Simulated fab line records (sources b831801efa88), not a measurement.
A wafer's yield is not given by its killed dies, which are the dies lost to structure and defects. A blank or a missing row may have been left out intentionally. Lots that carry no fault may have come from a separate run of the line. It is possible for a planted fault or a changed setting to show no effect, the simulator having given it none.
Which tool is to blame? | flow gf180mcu | Sampling: 14 lots, 42 wafers, 2 of 602 route steps

## WHAT THE GAUGES READ, wafer by wafer
GF_V2_BOW_MEAS_05. Usual: V2_BOW typically reads 98 um, with standard deviation 8.8.
lot  | measured     | on           | V2_BOW (um) | flag
L968 | day 19 05:56 | filmMetro-01 | 90 97 84    | 
L969 | day 19 15:50 | filmMetro-03 | 105 95 100  | 
L970 | day 19 20:20 | filmMetro-03 | 105 94 100  | 
L972 | day 20 14:53 | filmMetro-04 | 99 99 96    | 
L973 | day 21 02:38 | filmMetro-03 | 97 112 111  | 
L975 | day 21 20:35 | filmMetro-01 | 90 99 84    | 
L976 | day 22 07:53 | filmMetro-03 | 95 98 99    | 
L977 | day 22 14:01 | filmMetro-03 | 89 114 110  | 
L979 | day 23 08:43 | filmMetro-01 | 103 100 103 | 
L980 | day 23 21:01 | filmMetro-04 | 101 92 101  | 
L981 | day 24 10:21 | filmMetro-01 | 97 105 88   | 
L983 | day 25 01:19 | filmMetro-01 | 81 98 91    | 
L987 | day 26 02:50 | filmMetro-03 | 94 97 90    | 
L989 | day 26 14:53 | filmMetro-03 | 107 102 108 | 

## EACH LOT AND THE TOOL THAT RAN IT (in order: tool; ch and the chambers of the sampled wafers; start)
lot  | GF_M2_SPUTTER_00
L968 | pvdSputter-02, day 18 03:11
L969 | pvdSputter-04, day 18 14:29
L970 | pvdSputter-02, day 18 18:56
L972 | pvdSputter-01, day 19 13:14
L973 | pvdSputter-04, day 20 00:32
L975 | pvdSputter-01, day 20 19:19
L976 | pvdSputter-02, day 21 06:49
L977 | pvdSputter-04, day 21 13:04
L979 | pvdSputter-02, day 22 08:11
L980 | pvdSputter-02, day 22 20:50
L981 | pvdSputter-02, day 23 09:34
L983 | pvdSputter-04, day 24 01:16
L987 | pvdSputter-04, day 25 03:16
L989 | pvdSputter-04, day 25 16:28
- GF_M2_SPUTTER_00: material Ti, target thk 37.5 nm, time 150 s.

## WHAT THE TOOLS THEMSELVES READ (means of the sampled wafers that have a number; where no wafer has one, the mark that the record gives instead)
GF_M2_SPUTTER_00. Usual: throttleValvePct reads 30.3 % (standard deviation 1).
lot  | tool          | throttleValvePct (%) | flag
L968 | pvdSputter-02 | 30.2                 | 
L969 | pvdSputter-04 | 29.7                 | 
L970 | pvdSputter-02 | 30.1                 | 
L972 | pvdSputter-01 | 30.7                 | 
L973 | pvdSputter-04 | 29.5                 | 
L975 | pvdSputter-01 | 31.6                 | 
L976 | pvdSputter-02 | 30.1                 | 
L977 | pvdSputter-04 | 30.5                 | 
L979 | pvdSputter-02 | 30.3                 | 
L980 | pvdSputter-02 | 30.7                 | 
L981 | pvdSputter-02 | 30.9                 | 
L983 | pvdSputter-04 | 29.8                 | 
L987 | pvdSputter-04 | 29.7                 | 
L989 | pvdSputter-04 | 29.9                 | 

## THE ANSWER, worked out from the rows above alone
Rule: lot off if the mean of its wafers having a number is beyond 3 standard deviations from the usual mean. Also off: a lot with no number at a reading for which 4 or more lots have one. Any other lot the step has rows for is counted as sound. First the gauges in route order, then the tools' own readings, where a lot's mean is used as printed above. The first step at which some lot is off is used, and at that step the reading that is off furthest; a lot without a number counts as furthest.
Across all readings shown, no lot is off: no conclusion can be drawn from this.

## WHAT THE SIMULATOR PUT IN
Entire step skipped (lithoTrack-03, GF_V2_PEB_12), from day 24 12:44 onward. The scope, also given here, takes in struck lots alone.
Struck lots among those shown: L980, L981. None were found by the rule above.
